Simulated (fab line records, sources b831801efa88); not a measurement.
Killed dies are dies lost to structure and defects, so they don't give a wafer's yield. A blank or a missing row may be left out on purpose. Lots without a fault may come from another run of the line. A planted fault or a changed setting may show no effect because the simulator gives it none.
Chamber matching | flow sky130 | SKY_FIELD_ISO_ETCH_14 on rie_diel-02: 4 sister chambers
The step etches BARC in N2/H2, stops on SiO2, time 45.9 s, target depth 60 nm. 4 wafers are shown with their chamber, then 7 later ones without.

WAFERS WITH THEIR CHAMBER
wafer  | chamber | drypump_motor_current_A (A)
L825.1 | 0       | 5.9
L825.4 | 3       | 5.4
L829.2 | 2       | 6.4
L829.5 | 1       | 5.2

WAFERS WITHOUT THEIR CHAMBER
wafer  | drypump_motor_current_A (A)
L829.6 | 5.9
L834.1 | 6.0
L834.3 | 5.4
L834.4 | 6.4
L839.2 | 5.9
L839.3 | 5.1
L839.4 | 6.4

WHICH CHAMBER EACH WENT THROUGH
wafer  | from the rows above | in truth
L829.6 | 0                   | 0
L834.1 | 0                   | 0
L834.3 | 3                   | 3
L834.4 | 2                   | 2
L839.2 | 0                   | 0
L839.3 | 1                   | 1
L839.4 | 2                   | 2
Placed correctly: 7 of 7. Can't be placed from these rows: 0. Placed wrongly: 0.
How it was worked out, from the rows above alone: a wafer's distance from a chamber is the root of the sum, over the readings, of the square of ((its reading less the chamber's mean) divided by the reading's scatter). The wafer belongs to the nearest chamber; if the next one is less than 2 further off, it can't be placed. A chamber's mean is the mean of its shown wafers. The scatter: with one shown wafer a chamber, the root of the mean of the squares of how far each hidden wafer lies from its nearest shown one.
